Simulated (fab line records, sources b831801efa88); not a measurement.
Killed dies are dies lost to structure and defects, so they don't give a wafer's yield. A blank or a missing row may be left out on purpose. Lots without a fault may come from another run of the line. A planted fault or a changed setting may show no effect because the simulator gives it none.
A struck lot beside a sound one | flow sky130 | 14 steps out of a route of 708
Sound: wafers L521.2, L521.4, L521.5. Struck: wafers L525.2, L525.4, L525.6. The cause comes at the end.
At each step with rows: each side's tool, then ch and its chambers, then its first start. Under that, the readings that differ: sound wafers | struck wafers | difference of the means | sigmas: that difference in standard deviations of wafers without a fault.
alike: readings whose means differ by less than 2 such deviations, and words and numbers that are the same on both sides. not compared: withheld readings, readings that some wafer has no value for, bounds like >300 that may hide the same value, and numbers for which the record gives no deviation and whose values overlap.
The two part at a step that has a row with sigmas, a row that says differs or no value, or rows on one side only. Numbers that don't overlap but have no deviation are shown without sigmas and don't part them. A reading that every wafer of one side lacks parts them only if that side has two wafers or more.

first, 6 steps without rows for these wafers: SKY_METAL4_COAT_07 (resist thk 60 nm); SKY_METAL4_COAT_08 (resist thk 1140 nm); SKY_METAL4_SOFTBAKE_09 (time 90 s); SKY_METAL4_EXPOSE_10 (exposes mask MM4, target cd 300 nm); SKY_METAL4_PEB_11; SKY_METAL4_DEVELOP_12 (develop time 60 s).
SKY_METAL4_CD_MEAS_13: target cd 300 nm.
  sound on cd_sem-01, day 43 22:25; struck on cd_sem-02, day 45 01:50
  alike: cd_nm
SKY_METAL4_OVL_MEAS_14:
  sound on overlay-02, day 43 22:32; struck on overlay-02, day 45 01:57
  alike: METAL4_OVL
SKY_METAL4_DESCUM_15: chemistry O2, time 8 s.
  sound on rie_metal-03 ch 0,1, day 43 22:34; struck on rie_metal-04 ch 0,1, day 45 01:59
  alike: drypump_motor_current_A, he_backside_leak_sccm, oes_product_au
  not compared: rf_hours_counter_h
SKY_METAL4_ETCH_16: etches BARC in N2/H2, stops on SiO2, time 88.2 s, target depth 60 nm.
  sound on rie_metal-03 ch 0,1, day 43 22:35; struck on rie_metal-04 ch 0,1, day 45 02:01
  alike: drypump_motor_current_A, he_backside_leak_sccm, n2_flow_sccm, oes_product_au, throttle_valve_pct
  not compared: rf_hours_counter_h
SKY_METAL4_ETCH_17: etches SiO2 in C4F8/O2/Ar, stops on TiN, time 3.9 s, target depth 15 nm.
  sound on rie_diel-04 ch 0,2, day 43 22:41; struck on rie_diel-04 ch 0,2,3, day 45 02:07
  alike: oes_product_au
  not compared: rf_hours_counter_h
SKY_METAL4_METAL_ETCH_18: etches the open film in Cl2/BCl3, stops on SiO2, target depth 845 nm, time 183.1 s.
  sound on rie_metal-01 ch 0, day 43 22:46; struck on rie_metal-01 ch 1, day 45 02:07
  alike: drypump_motor_current_A, he_backside_leak_sccm, mfc_cl2_sccm, oes_product_au, throttle_valve_pct
  not compared: rf_hours_counter_h
SKY_METAL4_STRIP_19: strips in O2/N2.
  sound on plasma_asher-04 ch 0,1, day 43 23:04; struck on plasma_asher-01 ch 0,1, day 45 02:18
  no value came back on the struck wafers for any of 6 readings (chamber_pressure_mTorr (mTorr), drypump_motor_current_A (A) and others); on the sound wafers chamber_pressure_mTorr (mTorr) reads 1498.5 1501.7 1501.4
  reading                                       | sound | struck            | difference | sigmas
  model.KrF-thick_of_METAL4_COAT_08.thk_nm (nm) | 0 0 0 | 523.9 523.8 523.8 | +523.8     |
  not compared: rf_hours_counter_h
then, 1 step without rows for these wafers: SKY_METAL4_STRIP_20 (strips in post etch residue remover, time 1200 s).

WHERE THEY PART
Only at SKY_METAL4_STRIP_19, within this record.

WHY: what the simulator had put in
Skipped step whole: plasma_asher-01, from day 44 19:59 on, at SKY_METAL4_STRIP_19. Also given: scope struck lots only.
